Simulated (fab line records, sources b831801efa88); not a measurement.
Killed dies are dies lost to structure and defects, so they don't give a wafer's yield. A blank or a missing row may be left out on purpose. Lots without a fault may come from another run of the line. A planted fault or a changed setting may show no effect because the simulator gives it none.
fab line records | flow sky130
record lots=24 wafers=72 last_day=50
route steps=708 shown CONTACT@425 VIA2@519 CAPM@539 METAL3@564
lots that met no fault: from a run of the same line without faults
start_h: hours from the record's first day to the start of the lot's first wafer shown | wait_h: hours since the lot's step before | " the same as in the row above | L1.1+2: a row that stands for several wafers | - no value, or no start given | * or withheld: withheld | < > ~ a bound
route shown NAME@n: a module of which the file shows steps, and the number in the route of the first | usual: mean/standard deviation of fault-free wafers | same: alike in all rows | chamber/n: place in a boat | sites: the reading at each site | _std_site: their standard deviation | _edge_site: outer sites' mean less inner sites' | radius_mm: how far each site lies from the wafer's centre | mask NAME#n: copy n | behind: the tool/chamber that last shaped the wafer | hold: why the lot was held/for how many hours/how that ended | device: the transistor (n, p or np) that didn't switch | end of line: the same wafers' tests at the end of the route | a step without rows: its recipe alone | killed: dies lost to structure and defects at the first sort, not the wafer's yield | map: a wafer's dies, x killed, . not, _ none there
set.NAME: the setting as run; set.NAME@STEP: as run at that earlier step | model.NAME: the simulator's own value behind a step, which no gauge read
steps of the route over a sample of lots; a table a step, a row a wafer
services: from which hour (start_h, from the record's first day; less than 0 if before it) a tool's chamber was out of use, for how many hours, and why
## steps
# step SKY_CONTACT_STRIP_19
# recipe chemistry=O2/N2 power_w=1400 pressure_mtorr=1500 platen_temp_c=withheld o2_flow_sccm=3000 n2_flow_sccm=300 overash_fraction=0.5
# usual drypump_motor_current_A=5.8/0.49 oes_product_au=0.380/0.0044 strip_time_to_endpoint_s=3.611/0.025
# columns lot.wafer tool chamber start_h wait_h drypump_motor_current_A oes_product_au rf_hours_counter_h strip_time_to_endpoint_s
L074.1 plasma_asher-01 0 723.48 - 5.6 0.391 29 3.618
L074.3 " 1 " " 5.9 0.386 - 3.587
L074.5 " 1 " " 5.8 0.381 - 3.578
L075.3 plasma_asher-03 1 754.15 - 5.8 0.382 - 3.581
L075.4 " 0 " " 6.2 0.376 - 3.616
L075.5 " 1 " " 5.8 0.388 - 3.603
L076.2 plasma_asher-04 1 769.22 - 4.8 0.380 62 3.660
L076.5 " 1 " " 4.8 0.388 - 3.612
L076.6 " 0 " " 6.3 0.383 - 3.622
L077.1 plasma_asher-04 0 777.72 - 6.3 0.385 63 3.620
L077.3 " 0 " " 6.3 0.376 - 3.609
L077.5 " 0 " " 6.3 0.381 - 3.602
L078.3 plasma_asher-01 1 794.70 - 5.9 0.387 - 3.627
L078.4 " 0 " " 5.6 0.378 - 3.659
L078.6 " 1 " " 5.8 0.379 - 3.586
L079.1 plasma_asher-01 1 797.92 - 5.9 0.381 37 3.626
L079.3 " 0 " " 5.6 0.376 - 3.608
L079.5 " 0 " " 5.6 0.379 - 3.636
L081.1 plasma_asher-03 1 799.22 - 5.8 0.381 99 3.660
L081.4 " 1 " " 5.8 0.375 - 3.618
L081.6 " 0 " " 6.2 0.382 - 3.636
L080.1 plasma_asher-01 0 800.73 - 5.6 0.381 38 3.649
L080.2 " 1 " " 5.9 0.390 38 3.643
L080.6 " 0 " " 5.6 0.386 - 3.621
L083.1 plasma_asher-03 1 801.12 - 5.8 0.383 100 3.629
L083.2 " 0 " " 6.2 0.387 100 3.679
L083.6 " 1 " " 5.8 0.381 - 3.649
L082.2 plasma_asher-01 0 803.72 - 5.6 0.384 38 3.607
L082.3 " 0 " " 5.6 0.381 - 3.582
L082.5 " 0 " " 5.6 0.380 - 3.619
L084.1 plasma_asher-01 1 817.21 - 5.8 0.382 39 3.623
L084.2 " 0 " " 5.6 0.384 39 3.637
L084.3 " 0 " " 5.6 0.382 - 3.634
L085.1 plasma_asher-01 0 820.37 - 5.6 0.373 40 3.581
L085.2 " 1 " " 5.9 0.379 40 3.613
L085.6 " 0 " " 5.6 0.380 - 3.614
L086.2 plasma_asher-04 0 828.62 - 6.3 0.380 66 3.631
L086.3 " 0 " " 6.3 0.378 - 3.589
L086.6 " 0 " " 6.3 0.375 - 3.612
L087.1 plasma_asher-03 1 840.07 - 5.8 0.384 104 3.590
L087.5 " 0 " " 6.2 0.381 - 3.591
L087.6 " 1 " " 5.8 0.376 - 3.584
L088.2 plasma_asher-03 1 848.62 - 5.8 0.377 105 3.613
L088.3 " 1 " " 5.8 0.376 - 3.641
L088.5 " 1 " " 5.8 0.385 - 3.609
L089.1 plasma_asher-04 1 850.03 - 4.8 0.385 68 3.619
L089.3 " 1 " " 4.8 0.379 - 3.603
L089.6 " 0 " " 6.3 0.371 - 3.616
L090.4 plasma_asher-04 1 854.00 - 4.8 0.382 - 3.613
L090.5 " 0 " " 6.3 0.373 - 3.581
L090.6 " 1 " " 4.8 0.378 - 3.647
L091.2 plasma_asher-04 1 865.47 - 4.8 0.380 69 3.609
L091.4 " 1 " " 4.8 0.381 - 3.612
L091.5 " 1 " " 4.8 0.385 - 3.608
L092.3 plasma_asher-01 1 885.86 - 5.8 0.375 - 3.615
L092.4 " 0 " " 5.6 0.385 - 3.609
L092.6 " 1 " " 5.9 0.380 - 3.626
L093.2 plasma_asher-03 1 893.33 - 5.8 0.375 109 3.611
L093.4 " 1 " " 5.8 0.381 - 3.623
L093.5 " 1 " " 5.8 0.379 - 3.571
L095.1 plasma_asher-04 0 897.38 - 6.3 0.379 72 3.586
L095.4 " 0 " " 6.3 0.378 - 3.589
L095.6 " 1 " " 4.8 0.382 - 3.591
L094.1 plasma_asher-03 0 899.42 - 6.2 0.372 110 3.568
L094.4 " 1 " " 5.8 0.391 - 3.619
L094.6 " 1 " " 5.8 0.375 - 3.582
L096.3 plasma_asher-04 0 901.76 - 6.3 0.380 - 3.605
L096.4 " 1 " " 4.8 0.388 - 3.580
L096.5 " 0 " " 6.3 0.385 - 3.623
L097.2 plasma_asher-01 1 914.73 - 5.9 0.372 49 3.604
L097.3 " 1 " " 5.9 0.376 - 3.628
L097.5 " 0 " " 5.6 0.377 - 3.622
# step SKY_VIA2_CD_MEAS_12
# recipe target_cd_nm=200
# usual cd_nm=200.2/1.2
# columns lot.wafer tool chamber start_h wait_h cd_nm
L074.1 cd_sem-02 - 837.14 - 199.4
L074.3 " - " " 198.5
L074.5 " - " " 199.7
L075.3 cd_sem-01 - 866.03 - 198.8
L075.4 " - " " 197.2
L075.5 " - " " 197.5
L076.2 cd_sem-02 - 880.11 - 199.0
L076.5 " - " " 200.4
L076.6 " - " " 200.2
L077.1 cd_sem-01 - 889.24 - 199.7
L077.3 " - " " 198.3
L077.5 " - " " 198.7
L078.3 cd_sem-02 - 904.27 - 199.7
L078.4 " - " " 198.6
L078.6 " - " " 200.9
L079.1 cd_sem-02 - 905.89 - 200.6
L079.3 " - " " 200.5
L079.5 " - " " 199.8
L081.1 cd_sem-02 - 907.79 - 200.2
L081.4 " - " " 200.4
L081.6 " - " " 200.5
L080.1 cd_sem-02 - 908.53 - 199.8
L080.2 " - " " 200.2
L080.6 " - " " 200.9
L083.1 cd_sem-02 - 910.39 - 199.7
L083.2 " - " " 198.7
L083.6 " - " " 199.8
L082.2 cd_sem-01 - 913.51 - 200.9
L082.3 " - " " 201.3
L082.5 " - " " 202.3
L084.1 cd_sem-01 - 928.25 - 202.5
L084.2 " - " " 202.6
L084.3 " - " " 202.5
L085.1 cd_sem-01 - 929.89 - 201.2
L085.2 " - " " 200.4
L085.6 " - " " 201.1
L086.2 cd_sem-01 - 935.41 - 198.3
L086.3 " - " " 198.4
L086.6 " - " " 198.8
L087.1 cd_sem-02 - 947.34 - 200.3
L087.5 " - " " 200.3
L087.6 " - " " 199.8
L088.2 cd_sem-02 - 955.21 - 202.2
L088.3 " - " " 201.0
L088.5 " - " " 201.6
L089.1 cd_sem-02 - 956.34 - 201.7
L089.3 " - " " 201.0
L089.6 " - " " 201.6
L090.4 cd_sem-02 - 960.35 - 201.6
L090.5 " - " " 201.3
L090.6 " - " " 201.2
L091.2 cd_sem-01 - 971.01 - 199.3
L091.4 " - " " 200.8
L091.5 " - " " 200.9
L092.3 cd_sem-02 - 989.93 - 200.7
L092.4 " - " " 199.4
L092.6 " - " " 201.8
L093.2 cd_sem-01 - 995.55 - 200.3
L093.4 " - " " 198.8
L093.5 " - " " 198.9
L095.1 cd_sem-02 - 1000.33 - 200.7
L095.4 " - " " 200.1
L095.6 " - " " 201.4
L094.1 cd_sem-02 - 1004.23 - 199.6
L094.4 " - " " 199.5
L094.6 " - " " 199.3
L096.3 cd_sem-02 - 1005.23 - 199.9
L096.4 " - " " 200.4
L096.5 " - " " 199.2
L097.2 cd_sem-02 - 1015.06 - 198.0
L097.3 " - " " 198.5
L097.5 " - " " 199.7
# step SKY_CAPM_SPUTTER_02
# recipe material=TiN target_thk_nm=200 temp_c=300 power_w=6500 time_s=174.7 chamber_pressure_pa=0.4
# usual cathode_dc_power_W=6500.0/1.3 throttle_valve_pct=30.0/0.83
# same time_s=174.7
# columns lot.wafer tool chamber start_h wait_h cathode_dc_power_W throttle_valve_pct
L074.1 pvd_sputter-01 - 838.91 0.1 6501.1 28.5
L074.3 " - " " 6499.8 30.0
L074.5 " - " " 6499.7 29.7
L075.3 pvd_sputter-02 - 867.77 0.0 6501.1 30.4
L075.4 " - " " 6500.1 30.4
L075.5 " - " " 6499.9 30.5
L076.2 pvd_sputter-01 - 881.85 0.0 6500.8 29.5
L076.5 " - " " 6499.6 29.5
L076.6 " - " " 6499.2 30.6
L077.1 pvd_sputter-01 - 891.06 0.1 6501.0 29.5
L077.3 " - " " 6500.2 28.2
L077.5 " - " " 6500.4 30.1
L078.3 pvd_sputter-01 - 905.99 0.0 6502.5 30.9
L078.4 " - " " 6502.0 28.3
L078.6 " - " " 6498.0 29.8
L079.1 pvd_sputter-01 - 907.66 0.1 6500.1 29.8
L079.3 " - " " 6498.3 28.8
L079.5 " - " " 6500.3 30.0
L081.1 pvd_sputter-02 - 909.56 0.1 6500.7 30.6
L081.4 " - " " 6500.1 31.7
L081.6 " - " " 6500.6 30.0
L080.1 pvd_sputter-02 - 910.30 0.1 6501.3 31.4
L080.2 " - " " 6499.9 31.0
L080.6 " - " " 6499.0 30.1
L083.1 pvd_sputter-04 - 912.15 0.1 6501.5 29.8
L083.2 " - " " 6500.1 30.1
L083.6 " - " " 6497.7 30.1
L082.2 pvd_sputter-04 - 915.29 0.0 6500.4 29.7
L082.3 " - " " 6499.7 29.4
L082.5 " - " " 6499.3 30.3
L084.1 pvd_sputter-02 - 930.25 0.1 6498.4 31.7
L084.2 " - " " 6500.5 30.6
L084.3 " - " " 6498.8 29.8
L085.1 pvd_sputter-01 - 931.69 0.1 6500.3 29.6
L085.2 " - " " 6499.5 29.3
L085.6 " - " " 6499.5 29.6
L086.2 pvd_sputter-02 - 937.15 0.0 6501.2 31.5
L086.3 " - " " 6501.7 30.7
L086.6 " - " " 6500.6 31.6
L087.1 pvd_sputter-04 - 949.15 0.1 6497.3 29.9
L087.5 " - " " 6499.2 30.7
L087.6 " - " " 6501.4 30.0
L088.2 pvd_sputter-01 - 956.98 0.0 6498.4 29.4
L088.3 " - " " 6500.5 30.8
L088.5 " - " " 6498.9 31.1
L089.1 pvd_sputter-01 - 958.10 0.1 6497.0 29.4
L089.3 " - " " 6500.6 31.0
L089.6 " - " " 6500.0 29.5
L090.4 pvd_sputter-02 - 962.05 0.0 6498.4 30.1
L090.5 " - " " 6497.8 30.4
L090.6 " - " " 6501.2 30.7
L091.2 pvd_sputter-01 - 972.75 0.0 6500.9 29.6
L091.4 " - " " 6500.1 30.9
L091.5 " - " " 6501.2 29.7
L092.3 pvd_sputter-04 - 991.65 0.0 6499.6 30.1
L092.4 " - " " 6501.5 30.7
L092.6 " - " " 6501.3 30.3
L093.2 pvd_sputter-01 - 997.31 0.0 6498.6 29.7
L093.4 " - " " 6499.6 29.5
L093.5 " - " " 6502.1 29.3
L095.1 pvd_sputter-01 - 1002.10 0.1 6499.4 29.3
L095.4 " - " " 6501.4 28.8
L095.6 " - " " 6498.8 28.5
L094.1 pvd_sputter-01 - 1006.05 0.1 6500.5 28.8
L094.4 " - " " 6501.0 29.8
L094.6 " - " " 6500.6 29.6
L096.3 pvd_sputter-01 - 1006.99 0.0 6498.4 28.5
L096.4 " - " " 6500.2 29.9
L096.5 " - " " 6500.5 30.9
L097.2 pvd_sputter-01 - 1016.81 0.0 6499.9 28.7
L097.3 " - " " 6499.4 30.7
L097.5 " - " " 6501.2 29.6
# step SKY_CAPM_OVL_MEAS_12
# usual CAPM_OVL=1.0/1.6
# columns lot.wafer tool chamber start_h wait_h CAPM_OVL[nm]
L074.1 overlay-01 - 864.59 0.1 -0.7
L074.3 " - " " 0.2
L074.5 " - " " 0.9
L075.3 overlay-01 - 892.76 0.1 2.5
L075.4 " - " " 5.3
L075.5 " - " " 3.4
L076.2 overlay-02 - 907.40 0.1 -1.3
L076.5 " - " " 0.7
L076.6 " - " " -0.1
L077.1 overlay-02 - 915.38 0.1 2.0
L077.3 " - " " 1.0
L077.5 " - " " 1.3
L078.3 overlay-01 - 930.59 0.1 0.2
L078.4 " - " " -0.8
L078.6 " - " " -1.6
L079.1 overlay-01 - 932.05 0.1 1.3
L079.3 " - " " 1.2
L079.5 " - " " 0.3
L081.1 overlay-02 - 933.78 0.1 2.4
L081.4 " - " " 2.2
L081.6 " - " " 2.7
L080.1 overlay-01 - 934.40 0.1 0.4
L080.2 " - " " 1.1
L080.6 " - " " 0.5
L083.1 overlay-01 - 937.09 0.1 2.4
L083.2 " - " " 1.2
L083.6 " - " " 1.2
L082.2 overlay-01 - 938.68 0.1 1.4
L082.3 " - " " 2.4
L082.5 " - " " 2.4
L084.1 overlay-02 - 954.64 0.1 2.0
L084.2 " - " " 1.3
L084.3 " - " " -0.1
L085.1 overlay-02 - 956.40 0.1 1.2
L085.2 " - " " 2.1
L085.6 " - " " -2.0
L086.2 overlay-01 - 961.60 0.1 -0.1
L086.3 " - " " -0.3
L086.6 " - " " 0.2
L087.1 overlay-01 - 973.35 0.1 0.5
L087.5 " - " " 1.8
L087.6 " - " " -0.1
L088.2 overlay-02 - 980.43 0.1 2.2
L088.3 " - " " 1.6
L088.5 " - " " 3.6
L089.1 overlay-02 - 981.88 0.1 -0.6
L089.3 " - " " 0.7
L089.6 " - " " -0.5
L090.4 overlay-01 - 985.57 0.1 1.1
L090.5 " - " " -0.3
L090.6 " - " " 0.9
L091.2 overlay-02 - 996.25 0.1 1.6
L091.4 " - " " 2.5
L091.5 " - " " 1.1
L092.3 overlay-02 - 1014.20 0.1 1.4
L092.4 " - " " 2.9
L092.6 " - " " 0.3
L093.2 overlay-01 - 1019.40 0.1 -0.7
L093.4 " - " " -0.4
L093.5 " - " " -1.2
L095.1 overlay-02 - 1024.29 0.1 0.5
L095.4 " - " " 0.9
L095.6 " - " " 0.2
L094.1 overlay-01 - 1027.95 0.1 -3.0
L094.4 " - " " -1.3
L094.6 " - " " -1.5
L096.3 overlay-01 - 1029.49 0.1 1.3
L096.4 " - " " -0.3
L096.5 " - " " 2.1
L097.2 overlay-01 - 1038.80 0.1 2.3
L097.3 " - " " 5.6
L097.5 " - " " 3.5
# step SKY_CAPM_METAL_ETCH_13
# recipe target_depth_nm=220 stop_on=SiO2 chemistry=Cl2/BCl3 target=TiN pressure_mtorr=10 icp_w=900 bias_w=48.5 Cl2_flow_sccm=60 bcl3_flow_sccm=30 time_s=62.9
# usual drypump_motor_current_A=5.47/0.16 oes_product_au=0.969/0.0067 throttle_valve_pct=21.883/0.0098
# same time_s=62.9
# columns lot.wafer tool chamber start_h wait_h drypump_motor_current_A oes_product_au rf_hours_counter_h throttle_valve_pct
L074.1 rie_metal-04 1 864.63 0.0 5.56 0.964 14 21.894
L074.3 " 0 " " 5.64 0.961 - 21.878
L074.5 " 1 " " 5.56 0.963 - 21.875
L075.3 rie_metal-02 1 892.81 0.0 5.72 0.960 - 21.893
L075.4 " 0 " " 5.41 0.966 - 21.878
L075.5 " 1 " " 5.74 0.964 - 21.887
L076.2 rie_metal-03 1 907.46 0.0 5.50 0.961 - 21.882
L076.5 " 1 " " 5.48 0.971 - 21.870
L076.6 " 1 " " 5.49 0.968 - 21.881
L077.1 rie_metal-04 0 915.41 0.0 5.65 0.977 16 21.896
L077.3 " 0 " " 5.64 0.976 - 21.878
L077.5 " 0 " " 5.65 0.973 - 21.885
L078.3 rie_metal-04 0 930.64 0.0 5.63 0.974 - 21.881
L078.4 " 1 " " 5.53 0.970 - 21.881
L078.6 " 0 " " 5.64 0.958 - 21.883
L079.1 rie_metal-04 0 932.08 0.0 5.65 0.968 17 21.881
L079.3 " 1 " " 5.55 0.970 - 21.876
L079.5 " 0 " " 5.63 0.975 - 21.879
L081.1 rie_metal-03 0 933.81 0.0 5.22 0.975 15 21.880
L081.4 " 1 " " 5.45 0.963 - 21.866
L081.6 " 0 " " 5.22 0.978 - 21.881
L080.1 rie_metal-02 0 934.43 0.0 5.42 0.973 14 21.874
L080.2 " 0 " " 5.42 0.964 - 21.894
L080.6 " 0 " " 5.45 0.976 - 21.874
L083.1 rie_metal-03 0 937.13 0.0 5.20 0.967 16 21.880
L083.2 " 1 " " 5.51 0.971 15 21.887
L083.6 " 0 " " 5.20 0.972 - 21.903
L082.2 rie_metal-02 0 938.74 0.0 5.43 0.954 - 21.881
L082.3 " 0 " " 5.43 0.964 - 21.893
L082.5 " 0 " " 5.41 0.960 - 21.893
L084.1 rie_metal-03 1 954.68 0.0 5.48 0.961 15 21.881
L084.2 " 0 " " 5.20 0.963 16 21.868
L084.3 " 1 " " 5.50 0.965 - 21.896
L085.1 rie_metal-03 1 956.43 0.0 5.52 0.963 15 21.886
L085.2 " 0 " " 5.22 0.979 16 21.889
L085.6 " 1 " " 5.50 0.968 - 21.884
L086.2 rie_metal-03 1 961.63 0.0 5.49 0.963 16 21.869
L086.3 " 0 " " 5.22 0.964 - 21.886
L086.6 " 0 " " 5.22 0.972 - 21.885
L087.1 rie_metal-03 1 973.38 0.0 5.52 0.960 16 21.888
L087.5 " 0 " " 5.22 0.957 - 21.896
L087.6 " 1 " " 5.46 0.966 - 21.891
L088.2 rie_metal-04 0 980.46 0.0 5.64 0.983 20 21.891
L088.3 " 1 " " 5.49 0.971 - 21.871
L088.5 " 1 " " 5.51 0.979 - 21.894
L089.1 rie_metal-03 0 981.91 0.0 5.20 0.965 18 21.870
L089.3 " 1 " " 5.50 0.972 - 21.893
L089.6 " 1 " " 5.47 0.970 - 21.888
L090.4 rie_metal-03 0 985.61 0.0 5.22 0.969 - 21.898
L090.5 " 0 " " 5.21 0.962 - 21.888
L090.6 " 1 " " 5.49 0.953 - 21.864
L091.2 rie_metal-04 1 996.28 0.0 5.51 0.976 5 21.898
L091.4 " 0 " " 5.65 0.972 - 21.885
L091.5 " 1 " " 5.54 0.969 - 21.884
L092.3 rie_metal-03 1 1014.25 0.0 5.45 0.969 - 21.881
L092.4 " 0 " " 5.20 0.969 - 21.872
L092.6 " 0 " " 5.21 0.973 - 21.879
L093.2 rie_metal-03 1 1019.43 0.0 5.47 0.985 19 21.878
L093.4 " 1 " " 5.46 0.979 - 21.872
L093.5 " 1 " " 5.49 0.979 - 21.863
L095.1 rie_metal-02 0 1024.33 0.0 5.40 0.976 21 21.891
L095.4 " 0 " " 5.41 0.978 - 21.880
L095.6 " 1 " " 5.73 0.977 - 21.885
L094.1 rie_metal-02 0 1027.98 0.0 5.41 0.976 21 21.882
L094.4 " 1 " " 5.72 0.973 - 21.876
L094.6 " 1 " " 5.73 0.968 - 21.870
L096.3 rie_metal-02 1 1029.57 0.1 5.69 0.968 - 21.899
L096.4 " 1 " " 5.73 0.977 - 21.878
L096.5 " 1 " " 5.70 0.964 - 21.888
L097.2 rie_metal-04 1 1038.85 0.0 5.52 0.977 - 21.877
L097.3 " 1 " " 5.45 0.967 - 21.886
L097.5 " 1 " " 5.51 0.974 - 21.889
# step SKY_METAL3_OVL_MEAS_14
# usual METAL3_OVL=-2/6.6
# columns lot.wafer tool chamber start_h wait_h METAL3_OVL[nm]
L074.1 overlay-01 - 890.81 0.1 3
L074.3 " - " " -4
L074.5 " - " " 9
L075.3 overlay-02 - 918.36 0.1 -3
L075.4 " - " " 5
L075.5 " - " " -9
L076.2 overlay-02 - 932.82 0.1 2
L076.5 " - " " -1
L076.6 " - " " -4
L077.1 overlay-02 - 939.15 0.1 -8
L077.3 " - " " -12
L077.5 " - " " -2
L078.3 overlay-01 - 956.23 0.1 -9
L078.4 " - " " -7
L078.6 " - " " 4
L079.1 overlay-01 - 957.29 0.1 4
L079.3 " - " " 5
L079.5 " - " " 5
L081.1 overlay-01 - 958.95 0.1 12
L081.4 " - " " -4
L081.6 " - " " -4
L080.1 overlay-01 - 960.02 0.1 7
L080.2 " - " " -9
L080.6 " - " " -8
L083.1 overlay-01 - 962.37 0.1 11
L083.2 " - " " -14
L083.6 " - " " -4
L082.2 overlay-01 - 965.00 0.1 -1
L082.3 " - " " -6
L082.5 " - " " -7
L084.1 overlay-01 - 978.62 0.1 0
L084.2 " - " " -5
L084.3 " - " " 3
L085.1 overlay-01 - 980.86 0.1 -6
L085.2 " - " " 2
L085.6 " - " " -3
L086.2 overlay-02 - 986.02 0.1 0
L086.3 " - " " -4
L086.6 " - " " 1
L087.1 overlay-02 - 997.86 0.1 7
L087.5 " - " " 8
L087.6 " - " " -10
L088.2 overlay-02 - 1004.62 0.1 -6
L088.3 " - " " -8
L088.5 " - " " 2
L089.1 overlay-02 - 1005.80 0.1 -5
L089.3 " - " " 0
L089.6 " - " " -13
L090.4 overlay-02 - 1009.23 0.1 -5
L090.5 " - " " 4
L090.6 " - " " -6
L091.2 overlay-02 - 1019.22 0.1 2
L091.4 " - " " 6
L091.5 " - " " -4
L092.3 overlay-01 - 1037.67 0.1 -3
L092.4 " - " " 7
L092.6 " - " " -1
L093.2 overlay-01 - 1042.26 0.1 -7
L093.4 " - " " -11
L093.5 " - " " 8
L095.1 overlay-01 - 1046.91 0.1 -9
L095.4 " - " " -12
L095.6 " - " " -6
L094.1 overlay-01 - 1049.36 0.1 7
L094.4 " - " " -1
L094.6 " - " " -5
L096.3 overlay-01 - 1052.31 0.1 -8
L096.4 " - " " 4
L096.5 " - " " -8
L097.2 overlay-01 - 1060.91 0.1 -6
L097.3 " - " " -9
L097.5 " - " " -6
## services
# columns tool chamber start_h hours kind
rie_metal-03 0 707.60 1.2 repair
pvd_sputter-01 - 728.36 1.1 repair
plasma_asher-03 - 739.03 3.2 repair
plasma_asher-04 - 790.65 12.4 repair
rie_metal-03 - 802.37 10.0 pm
plasma_asher-04 - 813.94 10.0 pm
rie_metal-04 - 817.85 1.0 repair
plasma_asher-01 - 823.24 0.4 repair
rie_metal-04 - 844.59 1.9 repair
pvd_sputter-01 - 847.18 9.9 repair
plasma_asher-04 - 854.07 2.8 pm
plasma_asher-01 - 859.17 1.4 repair
plasma_asher-04 - 888.12 1.5 repair
rie_metal-03 0 892.96 24.6 repair
pvd_sputter-01 - 908.48 6.3 repair
rie_metal-03 - 910.28 0.4 repair
pvd_sputter-01 - 928.45 2.9 repair
rie_metal-03 - 931.29 1.4 pm
pvd_sputter-01 - 935.12 4.5 repair
plasma_asher-01 - 944.19 2.3 repair
plasma_asher-01 - 956.77 0.6 repair
plasma_asher-04 - 994.84 1.9 repair
rie_metal-03 - 1001.81 2.8 pm
plasma_asher-04 - 1019.45 0.5 repair
## key
fault none
